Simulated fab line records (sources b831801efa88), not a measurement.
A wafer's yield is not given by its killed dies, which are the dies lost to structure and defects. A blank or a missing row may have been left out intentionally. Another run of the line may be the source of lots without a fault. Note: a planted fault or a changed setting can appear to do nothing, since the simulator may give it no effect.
Struck lot and sound lot, side by side ; flow gf180mcu ; 35 out of 602 route steps
Sound: these wafers, L370.2, L370.3, L370.5. The struck wafers were L378.1, L378.3, L378.5. The cause comes at the end.
Each step with rows lists, per side, the tool, then ch with its chambers, then its first start. Under that, the readings that differ: sound wafers ; struck wafers ; difference of the means ; sigmas: that difference in standard deviations of wafers without a fault.
alike: same words and numbers on both sides, and readings whose means sit less than 2 such deviations apart. not compared: any withheld reading, any reading some wafer has no value for, any bound like >300 that may hide the same value, and any number with overlapping values for which the record gives no deviation.
Wherever a step has rows on one side only, a row that says differs or no value, or a row with sigmas, the two part there. Numbers that have no deviation but don't overlap get no sigmas and don't part them. Lack of a reading on every wafer of one side parts them only where that side has two or more wafers.

first, 3 steps without rows for these wafers: GF_SALICIDE_WET_ETCH_01 (etches SiO2 in dHF, target depth 5 nm, time 100 s); GF_SALICIDE_SPUTTER_02 (material Co, target thk 10 nm, time 20 s); GF_SALICIDE_SPUTTER_03 (material TiN, target thk 20 nm, time 16.44 s).
GF_SALICIDE_RS_MEAS_04: the measuring method here is four-point-probe.
  sound on film metro-03, day 16 15:06; struck on film metro-02, day 19 01:56
  alike: SALICIDE_TIN_RS
GF_SALICIDE_THK_MEAS_05: measures by xrf.
  sound on film metro-03, day 16 15:13; struck on film metro-02, day 19 02:03
  alike: SALICIDE_TIN_THK
then, 2 steps without rows for these wafers: GF_SALICIDE_RTA_06 (time 30 s); GF_SALICIDE_WET_ETCH_07 (etches the open film in SPM, target depth 120 nm).
GF_SALICIDE_RTA_08: time 30 s.
  sound on rtp anneal-01 ch 0, day 16 15:28; struck on rtp anneal-01 ch 0, day 19 02:19
  alike: lamp power pct, wafer_temp_C_max
then, 1 step without rows for these wafers: GF_CONTACT_CVD_00 (deposits SiO2, target thk 300 nm, time 50 s).
GF_CONTACT_THK_MEAS_01:
  sound on film metro-03, day 16 15:37; struck on film metro-03, day 19 02:27
  alike: CONTACT_CVD_00_THK
GF_CONTACT_CVD_02: deposits SiO2 from TEOS, target thk 860 nm, time 95.992 s.
  sound on pecvd-01 ch 0,1,2, day 16 15:40; struck on pecvd-01 ch 0,1,2, day 19 02:31
  alike: heater power w
GF_CONTACT_THK_MEAS_03:
  sound on film metro-02, day 16 15:44; struck on film metro-02, day 19 02:35
reading;sound;struck;difference;sigmas
CONTACT_CVD_02_THK (nm);869 873 884;838 841 859;-29;-3
GF_CONTACT_CMP_04: polishes SiO2.
  sound on cmp-02 ch 0,1,3, day 16 15:50; struck on cmp-02 ch 0,2,3, day 19 02:38
  no value came back on the struck wafers for edge zone pressure frac, head pressure psi (psi), motor current A (A), time to endpoint s (s); on the sound wafers edge zone pressure frac reads 0.995 0.990 0.997
reading;sound;struck;difference;sigmas
model.SiO2_of_CONTACT_CVD_02.thk nm (nm);559.5 560.1 560.2;838.2 841.7 859.1;+286.4;
GF_CONTACT_BOW_MEAS_05:
  sound on film metro-03, day 16 16:07; struck on film metro-01, day 19 02:56
  alike: CONTACT_BOW
then, 8 steps without rows for these wafers: GF_CONTACT_DEHYDRATE_06 (time 60 s); GF_CONTACT_HMDS_07 (prime time 60 s); GF_CONTACT_COAT_08; GF_CONTACT_COAT_09 (resist thk 1000 nm); GF_CONTACT_SOFTBAKE_10 (time 60 s); GF_CONTACT_EXPOSE_11 (exposes mask Contact, target cd 220 nm); GF_CONTACT_PEB_12 (peb time 90 s); GF_CONTACT_DEVELOP_13 (develop time 60 s).
GF_CONTACT_CD_MEAS_14: target cd 220 nm.
  sound on cd sem-01, day 17 15:01; struck on cd sem-01, day 20 03:08
  alike: cd nm
GF_CONTACT_OVL_MEAS_15:
  sound on overlay-01, day 17 15:07; struck on overlay-02, day 20 03:16
  alike: CONTACT_OVL
GF_CONTACT_ETCH_16: etches BARC in N2/H2.
  sound on rie diel-04 ch 0,1,2, day 17 15:08; struck on rie diel-04 ch 0,2,3, day 20 03:17
  alike: drypump motor current A, oes product au, throttle valve pct
GF_CONTACT_ETCH_17: etches SiO2 in C4F8/O2/Ar, stops on CoSi2, target depth 860 nm.
  sound on rie diel-04 ch 0,1,2; struck on rie diel-04 ch 0,2,3
reading;sound;struck;difference;sigmas
oes product au (a.u.);0.815 0.808 0.816;1.540 1.543 1.559;+0.734;+99 or more
model.etch.depth nm (nm);860.9 863.2 859.4;1136 1145 1161;+286;
model.CONTACT.feature depth nm (nm);860.9 863.2 859.4;1136 1145 1161;+286;
then, 4 steps without rows for these wafers: GF_CONTACT_STRIP_18 (strips in O2/N2); GF_CONTACT_CLEAN_19 (cleans in SPM); GF_CONTACT_CLEAN_20 (cleans in DIW); GF_CONTACT_CLEAN_21 (cleans in dHF, time 20 s).
GF_CONTACT_SPUTTER_22: material Ti, target thk 15 nm, time 80.02 s.
  sound on pvd sputter-04, day 17 15:37; struck on pvd sputter-01, day 20 03:46
reading;sound;struck;difference;sigmas
throttle valve pct (%);30.9 31.1 31.2;29.6 27.1 26.8;-3.2;-2
then, 1 step without rows for these wafers: GF_CONTACT_SPUTTER_23 (material TiN, target thk 10 nm, time 40 s).
GF_CONTACT_CVD_24: deposits W, target thk 300 nm, time 90.339 s.
  sound on cvd w-02 ch 1, day 17 15:43; struck on cvd w-02 ch 0, day 20 03:52
  alike: heater power w
GF_CONTACT_CMP_27: polishes, stops on SiO2, t overpolish 15 s, target thk 0 nm.
  sound on cmp-02 ch 0,2,3, day 17 16:05; struck on cmp-02 ch 1,2,3, day 20 04:08
reading;sound;struck;difference;sigmas
model.SiO2_of_CONTACT_CVD_02.thk nm (nm);552.6 553.3 553.4;831.4 834.9 852.3;+286.4;
  alike: edge zone pressure frac, head pressure psi, motor current A
-- the record jumps here: 12 days lie between the struck wafers' starts before and after (it left off in module CONTACT and takes up again in module PASSIVATION, whose first step shown is number 602 of the route) --
GF_PASSIVATION_PROBE_99:
  the record has rows for the struck wafers here (prober-01, day 32 05:18) and none for the sound ones

## WHERE THEY PART
Earliest at GF_CONTACT_THK_MEAS_03; latest, in this record, at GF_PASSIVATION_PROBE_99.

WHY: whatever the simulator had introduced
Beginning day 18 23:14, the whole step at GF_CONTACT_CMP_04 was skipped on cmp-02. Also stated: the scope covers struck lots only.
